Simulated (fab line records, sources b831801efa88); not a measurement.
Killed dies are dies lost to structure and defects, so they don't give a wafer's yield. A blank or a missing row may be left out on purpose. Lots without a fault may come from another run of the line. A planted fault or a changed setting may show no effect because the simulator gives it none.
Which tool did it? | flow gf180mcu | 12 lots, 35 wafers sampled, at 4 steps of a route of 602

WHAT THE GAUGES READ, wafer by wafer
GF_M2_THK_MEAS_06: measures by xrf. Usual: M2_ALCU_THK 451 nm, standard deviation 5.2.
lot  | measured     | on            | M2_ALCU_THK (nm) | flag
L159 | day 19 02:12 | film_metro-02 | 447 441 450      |
L158 | day 19 03:47 | film_metro-03 | 451 445 445      |
L160 | day 19 12:36 | film_metro-04 | 452 449 456      |
L161 | day 19 23:05 | film_metro-04 | 459 458 459      |
L162 | day 20 01:56 | film_metro-04 | 456 455 461      |
L164 | day 21 01:23 | film_metro-04 | 449 452 451      |
L166 | day 21 14:55 | film_metro-02 | 449 444 450      |
L167 | day 21 22:23 | film_metro-04 | 461 460 458      |
L168 | day 22 09:06 | film_metro-03 | 450 454 458      |
L172 | day 23 16:59 | film_metro-04 | 435 459          |
L178 | day 25 13:03 | film_metro-02 | 440 445 440      |
L180 | day 26 05:30 | film_metro-04 | 456 450 449      |

GF_M3_THK_MEAS_06: measures by xrf. Usual: M3_ALCU_THK 447 nm, standard deviation 4.9.
lot  | measured     | on            | M3_ALCU_THK (nm) | flag
L159 | day 21 06:04 | film_metro-04 | 453 451 453      |
L158 | day 21 06:40 | film_metro-01 | 447 441 443      |
L160 | day 21 15:15 | film_metro-04 | 449 447 454      |
L161 | day 22 01:36 | film_metro-04 | 442 441 445      |
L162 | day 22 03:39 | film_metro-04 | 452 453 455      |
L164 | day 23 02:56 | film_metro-01 | 442 449 443      |
L166 | day 23 15:34 | film_metro-04 | 455 453 452      |
L167 | day 23 23:07 | film_metro-01 | 439 438 441      |
L168 | day 24 10:17 | film_metro-03 | 447 450 447      |
L172 | day 25 16:35 | film_metro-03 | 451 453          |
L178 | day 27 09:19 | film_metro-01 | 443 444 449      |
L180 | day 28 01:32 | film_metro-04 | 453 455 450      |

WHICH TOOL RAN EACH LOT (tool, then ch and the chambers of the sampled wafers, then the start)
lot  | GF_V1_SPUTTER_22             | GF_M2_SPUTTER_04
L159 | pvd_sputter-01, day 19 01:13 | pvd_sputter-02, day 19 02:02
L158 | pvd_sputter-02, day 19 02:41 | pvd_sputter-04, day 19 03:37
L160 | pvd_sputter-04, day 19 11:30 | pvd_sputter-02, day 19 12:26
L161 | pvd_sputter-04, day 19 22:07 | pvd_sputter-02, day 19 22:55
L162 | pvd_sputter-01, day 20 00:58 | pvd_sputter-02, day 20 01:46
L164 | pvd_sputter-04, day 21 00:25 | pvd_sputter-03, day 21 01:14
L166 | pvd_sputter-01, day 21 13:55 | pvd_sputter-02, day 21 14:44
L167 | pvd_sputter-04, day 21 21:25 | pvd_sputter-04, day 21 22:14
L168 | pvd_sputter-01, day 22 08:07 | pvd_sputter-04, day 22 08:56
L172 | pvd_sputter-01, day 23 16:00 | pvd_sputter-04, day 23 16:49
L178 | pvd_sputter-04, day 25 11:58 | pvd_sputter-02, day 25 12:53
L180 | pvd_sputter-04, day 26 04:31 | pvd_sputter-03, day 26 05:19
- GF_V1_SPUTTER_22: material TiN, target thk 10 nm, time 40 s.
- GF_M2_SPUTTER_04: material TiN, target thk 50 nm, time 41.7 s.

WHAT THE TOOLS THEMSELVES READ (means of the sampled wafers that have a number; where no wafer has one, the mark that the record gives instead)
GF_V1_SPUTTER_22. Usual: chamber_pressure_pa 4.998 Pa, standard deviation 0.01; throttle_valve_pct 30.0 %, standard deviation 1.2.
lot  | tool           | chamber_pressure_pa (Pa) | throttle_valve_pct (%) | flag
L159 | pvd_sputter-01 | 4.997                    | 29.8                   |
L158 | pvd_sputter-02 | 4.992                    | 30.3                   |
L160 | pvd_sputter-04 | 4.998                    | 30.0                   |
L161 | pvd_sputter-04 | 5.004                    | 29.2                   |
L162 | pvd_sputter-01 | 4.992                    | 31.0                   |
L164 | pvd_sputter-04 | 4.999                    | 29.5                   |
L166 | pvd_sputter-01 | 5.001                    | 30.0                   |
L167 | pvd_sputter-04 | 5.007                    | 29.2                   |
L168 | pvd_sputter-01 | 4.997                    | 28.7                   |
L172 | pvd_sputter-01 | 4.982                    | 28.0                   |
L178 | pvd_sputter-04 | 4.987                    | 29.7                   |
L180 | pvd_sputter-04 | 4.999                    | 28.9                   |

GF_M2_SPUTTER_04. Usual: chamber_pressure_pa 0.3999 Pa, standard deviation 0.00087; throttle_valve_pct 30.1 %, standard deviation 1.2.
lot  | tool           | chamber_pressure_pa (Pa) | throttle_valve_pct (%) | flag
L159 | pvd_sputter-02 | 0.3997                   | 30.4                   |
L158 | pvd_sputter-04 | 0.3997                   | 29.8                   |
L160 | pvd_sputter-02 | 0.4012                   | 31.5                   |
L161 | pvd_sputter-02 | 0.3997                   | 31.2                   |
L162 | pvd_sputter-02 | 0.3998                   | 31.2                   |
L164 | pvd_sputter-03 | 0.3997                   | 29.7                   |
L166 | pvd_sputter-02 | 0.4000                   | 30.3                   |
L167 | pvd_sputter-04 | 0.4001                   | 29.9                   |
L168 | pvd_sputter-04 | 0.3996                   | 28.9                   |
L172 | pvd_sputter-04 | 0.4003                   | 29.6                   |
L178 | pvd_sputter-02 | 0.4001                   | 31.1                   |
L180 | pvd_sputter-03 | 0.3990                   | 30.2                   |

THE ANSWER, worked out from the rows above alone
Rule: a lot is off if the mean of its wafers that have a number lies more than 3 standard deviations from the usual mean. A lot without any number at a reading at which 4 lots or more have one is off too. The other lots that the step has rows for count as sound. The gauges are gone through in route order, then the tools' own readings, and for those a lot's mean is taken as printed above. The first step at which some lot is off is used, and at that step the reading that is off furthest; a lot without a number counts as furthest.
No lot is off at any reading shown: from this, nothing can be told.

WHAT THE SIMULATOR HAD PUT IN
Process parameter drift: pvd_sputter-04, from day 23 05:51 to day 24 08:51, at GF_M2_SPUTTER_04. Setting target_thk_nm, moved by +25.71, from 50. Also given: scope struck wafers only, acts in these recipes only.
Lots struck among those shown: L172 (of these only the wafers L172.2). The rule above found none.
